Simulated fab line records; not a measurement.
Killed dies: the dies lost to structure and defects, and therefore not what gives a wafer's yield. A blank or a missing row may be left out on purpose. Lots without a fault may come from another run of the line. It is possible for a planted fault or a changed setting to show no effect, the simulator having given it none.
Which tool was responsible? + flow sky130 + 36 wafers from 12 lots sampled at 5 of the route's 708 steps

== WHAT EACH GAUGE READ, for each wafer ==
SKY_DNWELL_TW_MEAS_09. Usual: DNWELL_TW 1106, standard deviation 6.2.
| lot  | measured    | on           | DNWELL_TW      | flag |
|------|-------------|--------------|----------------|------|
| L519 | day 3 11:47 | filmMetro-04 | 1103 1100 1103 |      |
| L520 | day 3 17:35 | filmMetro-02 | 1107 1100 1100 |      |
| L525 | day 4 17:57 | filmMetro-02 | 1108 1112 1111 |      |
| L526 | day 4 21:50 | filmMetro-02 | 1111 1110 1106 |      |
| L527 | day 5 03:11 | filmMetro-01 | 1109 1108 1115 |      |
| L533 | day 6 16:14 | filmMetro-02 | 1108 1109 1114 |      |
| L534 | day 6 21:14 | filmMetro-01 | 1116 1115 1121 |      |
| L536 | day 7 09:50 | filmMetro-01 | 1100 1096 1102 |      |
| L537 | day 7 11:35 | filmMetro-01 | 1100 1100 1091 |      |
| L538 | day 7 15:35 | filmMetro-04 | 1108 1111 1109 |      |
| L539 | day 7 21:59 | filmMetro-04 | 1103 1092 1100 |      |
| L540 | day 8 07:45 | filmMetro-04 | 1110 1109 1100 |      |

SKY_LDD_P_TW_MEAS_11. Usual: LDD_P_TW 628, standard deviation 5.4.
| lot  | measured     | on           | LDD_P_TW    | flag |
|------|--------------|--------------|-------------|------|
| L519 | day 19 09:17 | filmMetro-02 | 620 618 622 |      |
| L520 | day 19 21:35 | filmMetro-02 | 621 621 622 |      |
| L525 | day 21 17:01 | filmMetro-04 | 636 632 633 |      |
| L526 | day 21 23:10 | filmMetro-04 | 629 631 633 |      |
| L527 | day 22 09:49 | filmMetro-04 | 629 634 632 |      |
| L533 | day 24 19:12 | filmMetro-04 | 630 630 631 |      |
| L534 | day 24 23:44 | filmMetro-02 | 624 623 626 |      |
| L536 | day 25 19:40 | filmMetro-02 | 622 622 622 |      |
| L537 | day 25 21:10 | filmMetro-01 | 634 632 633 |      |
| L538 | day 26 07:26 | filmMetro-02 | 627 626 625 |      |
| L539 | day 26 15:08 | filmMetro-01 | 633 629 629 |      |
| L540 | day 26 22:01 | filmMetro-04 | 636 629 634 |      |

SKY_SPACER_THK_MEAS_01. Usual: SPACER_CVD_00_THK 43.2 nm, standard deviation 0.55.
| lot  | measured     | on           | SPACER_CVD_00_THK (nm) | flag |
|------|--------------|--------------|------------------------|------|
| L519 | day 23 08:00 | filmMetro-01 | 43.8 44.3 43.7         |      |
| L520 | day 23 21:02 | filmMetro-01 | 43.5 43.9 43.6         |      |
| L525 | day 25 13:12 | filmMetro-02 | 43.9 43.8 43.8         |      |
| L526 | day 25 19:05 | filmMetro-01 | 43.8 43.4 43.5         |      |
| L527 | day 26 04:38 | filmMetro-01 | 43.3 43.3 43.4         |      |
| L533 | day 28 13:33 | filmMetro-04 | 42.5 42.7 42.7         |      |
| L534 | day 28 16:47 | filmMetro-04 | 42.9 42.5 42.3         |      |
| L536 | day 29 12:49 | filmMetro-02 | 43.1 43.1 42.9         |      |
| L537 | day 29 15:04 | filmMetro-01 | 42.6 42.7 42.9         |      |
| L538 | day 30 00:07 | filmMetro-01 | 42.7 42.9 42.5         |      |
| L539 | day 30 05:41 | filmMetro-01 | 41.8 41.9 41.9         |      |
| L540 | day 30 13:08 | filmMetro-01 | 42.7 42.8 42.8         |      |

== WHAT TOOL EACH LOT RAN ON (gives the tool, then ch and the chambers of the sampled wafers, and finally the start) ==
| lot  | SKY_LDD_P_COAT_02                | SKY_LDD_P_STRIP_10                  |
|------|----------------------------------|-------------------------------------|
| L519 | lithoTrack-02 ch 0, day 18 16:53 | plasmaAsher-04 ch 0,1, day 19 09:11 |
| L520 | lithoTrack-02 ch 0, day 19 05:35 | plasmaAsher-02 ch 0,1, day 19 21:29 |
| L525 | lithoTrack-02 ch 0, day 21 01:13 | plasmaAsher-01 ch 0,1, day 21 16:55 |
| L526 | lithoTrack-02 ch 0, day 21 06:52 | plasmaAsher-01 ch 0,1, day 21 23:04 |
| L527 | lithoTrack-03 ch 0, day 21 18:25 | plasmaAsher-02 ch 0,1, day 22 09:44 |
| L533 | lithoTrack-03 ch 0, day 24 03:55 | plasmaAsher-02 ch 0, day 24 19:06   |
| L534 | lithoTrack-02 ch 0, day 24 08:59 | plasmaAsher-04 ch 0,1, day 24 23:38 |
| L536 | lithoTrack-02 ch 0, day 25 03:53 | plasmaAsher-04 ch 0,1, day 25 19:34 |
| L537 | lithoTrack-04 ch 0, day 25 05:45 | plasmaAsher-04 ch 0,1, day 25 21:04 |
| L538 | lithoTrack-04 ch 0, day 25 17:04 | plasmaAsher-01 ch 0,1, day 26 07:20 |
| L539 | lithoTrack-03 ch 0, day 26 00:16 | plasmaAsher-01 ch 0,1, day 26 15:02 |
| L540 | lithoTrack-03 ch 0, day 26 06:47 | plasmaAsher-02 ch 0,1, day 26 21:55 |
- SKY_LDD_P_COAT_02: resist thk 1140 nm.
- SKY_LDD_P_STRIP_10: strips in O2/N2.

== WHAT THE TOOLS THEMSELVES READ (means of the sampled wafers that have a number; where no wafer has one, the mark that the record gives instead) ==
SKY_LDD_P_COAT_02. Usual: exhaustPa 45.2 Pa, standard deviation 1; spinSpeedRpm 2999.9 rpm, standard deviation 2.3.
| lot  | tool          | exhaustPa (Pa) | spinSpeedRpm (rpm) | flag |
|------|---------------|----------------|--------------------|------|
| L519 | lithoTrack-02 | 45.1           | 3001.3             |      |
| L520 | lithoTrack-02 | 44.5           | 2999.5             |      |
| L525 | lithoTrack-02 | 45.8           | 3269.9             | OFF  |
| L526 | lithoTrack-02 | 45.0           | 3269.3             | OFF  |
| L527 | lithoTrack-03 | 47.2           | 3001.8             |      |
| L533 | lithoTrack-03 | 44.8           | 2999.7             |      |
| L534 | lithoTrack-02 | 45.1           | 2999.5             |      |
| L536 | lithoTrack-02 | 45.6           | 3001.2             |      |
| L537 | lithoTrack-04 | 43.4           | 2998.8             |      |
| L538 | lithoTrack-04 | 44.7           | 2999.4             |      |
| L539 | lithoTrack-03 | 45.6           | 2998.5             |      |
| L540 | lithoTrack-03 | 44.9           | 2999.8             |      |

SKY_LDD_P_STRIP_10. Usual: chamberPressureMTorr 1500.0 mTorr, standard deviation 1.3; drypumpMotorCurrentA 5.5 A, standard deviation 0.35; oesProductAu 0.715 a.u., standard deviation 0.0044; stripTimeToEndpointS 14.17 s, standard deviation 0.048.
| lot  | tool           | chamberPressureMTorr (mTorr) | drypumpMotorCurrentA (A) | oesProductAu (a.u.) | stripTimeToEndpointS (s) | flag |
|------|----------------|------------------------------|--------------------------|---------------------|--------------------------|------|
| L519 | plasmaAsher-04 | 1498.9                       | 5.2                      | 0.717               | 14.20                    |      |
| L520 | plasmaAsher-02 | 1500.0                       | 5.4                      | 0.717               | 14.15                    |      |
| L525 | plasmaAsher-01 | 1499.7                       | 6.0                      | 0.710               | 13.56                    | OFF  |
| L526 | plasmaAsher-01 | 1500.0                       | 5.9                      | 0.720               | 13.58                    | OFF  |
| L527 | plasmaAsher-02 | 1500.9                       | 5.3                      | 0.716               | 14.14                    |      |
| L533 | plasmaAsher-02 | 1500.1                       | 5.3                      | 0.713               | 14.24                    |      |
| L534 | plasmaAsher-04 | 1500.8                       | 5.1                      | 0.716               | 14.20                    |      |
| L536 | plasmaAsher-04 | 1499.4                       | 5.1                      | 0.714               | 14.18                    |      |
| L537 | plasmaAsher-04 | 1499.9                       | 5.3                      | 0.716               | 14.21                    |      |
| L538 | plasmaAsher-01 | 1499.6                       | 5.9                      | 0.718               | 14.13                    |      |
| L539 | plasmaAsher-01 | 1499.8                       | 5.9                      | 0.711               | 14.20                    |      |
| L540 | plasmaAsher-02 | 1499.4                       | 5.4                      | 0.711               | 14.25                    |      |

== THE ANSWER, worked out from the rows above alone ==
Rule: a lot counts as off when the mean over its wafers that have a number is more than 3 standard deviations away from the usual mean. A lot without any number at a reading at which 4 lots or more have one is off too. All remaining lots with rows at the step are treated as sound. Order of review: gauges by route order, followed by the tools' own readings, for which a lot's mean as printed above is used. The first step at which some lot is off is used, and at that step the reading that is off furthest; a lot without a number counts as furthest.
Off at SKY_LDD_P_COAT_02 (spinSpeedRpm): L525, L526.
A tool fits if, at that step or a process step before it, it ran every lot that is off, and no sound lot after the first of them. None of those tried fits.

== WHAT THE SIMULATOR HAD PUT IN ==
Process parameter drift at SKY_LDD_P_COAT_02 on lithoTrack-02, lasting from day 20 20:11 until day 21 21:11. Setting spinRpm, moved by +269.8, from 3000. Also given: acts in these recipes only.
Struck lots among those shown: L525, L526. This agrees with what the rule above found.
